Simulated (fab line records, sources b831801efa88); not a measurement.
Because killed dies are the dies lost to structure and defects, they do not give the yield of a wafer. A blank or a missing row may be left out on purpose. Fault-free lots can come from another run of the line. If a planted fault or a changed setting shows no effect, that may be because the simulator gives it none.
Comparing a struck lot with a sound one | flow sky130 | 44 steps out of a route of 708
Sound: wafers L469.1, L469.2, L469.4. Struck: wafers L471.1, L471.5. (L471.3 of the same lot was not struck and is left out.) The cause comes at the end.
Order at every step that has rows: each side's tool, ch and its chambers, its first start. Under that, the readings that differ: sound wafers | struck wafers | difference of the means | sigmas: that difference in standard deviations of wafers without a fault.
alike: words and numbers the same on both sides, and readings whose means are apart by under 2 such deviations; not compared: readings that were withheld, readings missing a value for some wafer, numbers with overlapping values and no deviation given by the record, and bounds like >300 which may hide the same value.
A row with sigmas, a row that says differs or no value, or rows on one side alone: a step with any of these is where the two part. Numbers that don't overlap but have no deviation are shown without sigmas and don't part them. A reading missing from all wafers of one side parts the sides only when that side holds two or more wafers.

first, 2 steps without rows for these wafers: SKY_VIA2_CLEAN_18 (cleans in IPA, time 180 s); SKY_VIA2_CLEAN_19 (cleans in O3/DIW).
SKY_VIA2_SPUTTER_20: material TiN, target thk 20 nm, time 80 s.
  sound on pvdSputter-02, day 36 14:32; struck on pvdSputter-04, day 37 05:44
  alike: throttleValvePct
then, 1 step without rows for these wafers: SKY_VIA2_CVD_21 (deposits W, target thk 420 nm, time 126.4 s).
SKY_VIA2_RS_MEAS_22: measurement is done with a four-point probe.
  sound on filmMetro-04, day 36 14:43; struck on filmMetro-01, day 37 05:56
  alike: VIA2_W_RS
SKY_VIA2_THK_MEAS_23: measures by xrf.
  sound on filmMetro-04, day 36 14:50; struck on filmMetro-01, day 37 06:03
  alike: VIA2_W_THK
then, 2 steps without rows for these wafers: SKY_VIA2_CMP_24 (polishes, stops on SiO2, t overpolish 20 s, target thk 0 nm); SKY_METAL3_SPUTTER_00 (material Ti, target thk 15 nm, time 10 s).
SKY_METAL3_SPUTTER_01: material TiN, target thk 20 nm, time 16.7 s.
  sound on pvdSputter-03, day 36 15:13; struck on pvdSputter-01, day 37 06:26
  alike: throttleValvePct
SKY_METAL3_SPUTTER_02: material AlCu, target thk 735 nm, time 39.1 s.
  sound on pvdSputter-03, day 36 15:15; struck on pvdSputter-01, day 37 06:28
  alike: throttleValvePct
then, 1 step without rows for these wafers: SKY_METAL3_SPUTTER_03 (material Ti, target thk 5 nm, time 3.3 s).
SKY_METAL3_SPUTTER_04: material TiN, target thk 70 nm, time 58.3 s.
  sound on pvdSputter-03, day 36 15:19; struck on pvdSputter-01, day 37 06:31
  alike: throttleValvePct
SKY_CAPM_CVD_00: deposits SiO2, target thk 15.5 nm.
  sound on pecvd-04 ch 0,1,2, day 36 15:21; struck on pecvd-04 ch 0, day 37 06:34
reading                              | sound             | struck      | difference | sigmas
rfFwdPowerW (W)                      | 443.7 439.5 440.2 | 370.2 368.3 | -71.9      | -40
model.SiO2_of_CAPM_CVD_00.thkNm (nm) | 15.3 15.07 15.03  | 14.29 14.59 | -0.69      | 
  alike: heaterPowerW
SKY_CAPM_THK_MEAS_01:
  sound on filmMetro-03, day 36 15:23; struck on filmMetro-03, day 37 06:35
reading              | sound             | struck      | difference | sigmas
CAPM_CVD_00_THK (nm) | 15.25 15.06 15.04 | 14.25 14.54 | -0.72      | -3
then, 1 step without rows for these wafers: SKY_CAPM_SPUTTER_02 (material TiN, target thk 200 nm, time 166.7 s).
SKY_CAPM_RS_MEAS_03: measurement is done with a four-point probe.
  sound on filmMetro-04, day 36 15:33; struck on filmMetro-04, day 37 06:46
  alike: CAPM_TIN_RS
SKY_CAPM_THK_MEAS_04: measures by xrf.
  sound on filmMetro-04, day 36 15:40; struck on filmMetro-04, day 37 06:53
  alike: CAPM_TIN_THK
then, 7 steps without rows for these wafers: SKY_CAPM_DEHYDRATE_05 (time 60 s); SKY_CAPM_HMDS_06 (prime time 60 s); SKY_CAPM_COAT_07 (resist thk 1140 nm); SKY_CAPM_SOFTBAKE_08 (time 60 s); SKY_CAPM_EXPOSE_09 (exposes mask CAPM, target cd 1000 nm); SKY_CAPM_PEB_10; SKY_CAPM_DEVELOP_11 (develop time 60 s).
SKY_CAPM_OVL_MEAS_12:
  sound on overlay-01, day 37 17:30; struck on overlay-01, day 38 06:46
  alike: CAPM_OVL
then, 1 step without rows for these wafers: SKY_CAPM_METAL_ETCH_13 (etches TiN in Cl2/BCl3, stops on SiO2, target depth 220 nm, time 62.9 s).
SKY_CAPM_STRIP_14: strips in O2/N2.
  sound on plasmaAsher-04 ch 0,1, day 37 17:37; struck on plasmaAsher-04 ch 1, day 38 06:52
  alike: drypumpMotorCurrentA, oesProductAu, stripTimeToEndpointS
  not compared: rfHoursCounterH
then, 11 steps without rows for these wafers: SKY_CAPM_STRIP_15 (strips in post etch residue remover, time 1200 s); SKY_CAPM_CLEAN_16 (cleans in IPA, time 180 s); SKY_CAPM_CLEAN_17 (cleans in O3/DIW); SKY_METAL3_DEHYDRATE_05 (time 60 s); SKY_METAL3_HMDS_06 (prime time 60 s); SKY_METAL3_COAT_07 (resist thk 60 nm); SKY_METAL3_COAT_08 (resist thk 1140 nm); SKY_METAL3_SOFTBAKE_09 (time 90 s); SKY_METAL3_EXPOSE_10 (exposes mask MM3, target cd 300 nm); SKY_METAL3_PEB_11; SKY_METAL3_DEVELOP_12 (develop time 60 s).
SKY_METAL3_CD_MEAS_13: the cd target is 300 nm.
  sound on cdSem-01, day 38 18:55; struck on cdSem-02, day 39 07:32
  alike: cdNm
SKY_METAL3_OVL_MEAS_14:
  sound on overlay-01, day 38 19:02; struck on overlay-02, day 39 07:39
  alike: METAL3_OVL
then, 2 steps without rows for these wafers: SKY_METAL3_DESCUM_15 (chemistry O2, time 8 s); SKY_METAL3_ETCH_16 (etches BARC in N2/H2, stops on SiO2, time 88.2 s, target depth 60 nm).
SKY_METAL3_ETCH_17: etches SiO2 in C4F8/O2/Ar, stops on TiN, time 3.9 s, target depth 15 nm.
  sound on rieDiel-01 ch 0,1,2, day 38 19:13; struck on rieDiel-02 ch 1,3, day 39 07:49
reading             | sound             | struck      | difference | sigmas
oesProductAu (a.u.) | 0.748 0.748 0.742 | 0.726 0.732 | -0.017     | -2
  not compared: rfHoursCounterH
-- the record jumps here: 7 days lie between the struck wafers' starts before and after (it left off in module METAL3 and takes up again in module PAD_OPEN, whose first step shown is number 708 of the route) --
SKY_PAD_OPEN_PROBE_99:
  sound on prober-01, day 45 16:59; struck on prober-01, day 46 04:10
reading                          | sound                | struck        | difference | sigmas
model.etest.capMim.leakLog10ACm2 | -8.782 -8.826 -8.893 | -8.547 -8.701 | +0.210     | 
model.etest.capMim.cFfUm2        | 2.376 2.419 2.427    | 2.545 2.462   | +0.096     | 
  alike: defectLimitedYield, killed_at_M0_to_M3, killed_at_M4_up, killedAtContacts, killedAtFrontEnd, killedAtOther, killedDies, killedOpen, killedShort, sort_bin_3_pad_short, sort_bin_5_function, sort_bin_6_memory, sortNPass, sortYieldPct
  not compared: model.etest.capMim.bvV

WHERE THEY PART
Earliest at SKY_CAPM_CVD_00; latest, in this record, at SKY_METAL3_ETCH_17. Later steps at which nothing parts them and some readings are alike: SKY_PAD_OPEN_PROBE_99.

WHY: the cause the simulator had injected
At SKY_CAPM_CVD_00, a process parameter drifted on pecvd-04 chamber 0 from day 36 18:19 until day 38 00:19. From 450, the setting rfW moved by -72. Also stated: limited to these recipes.
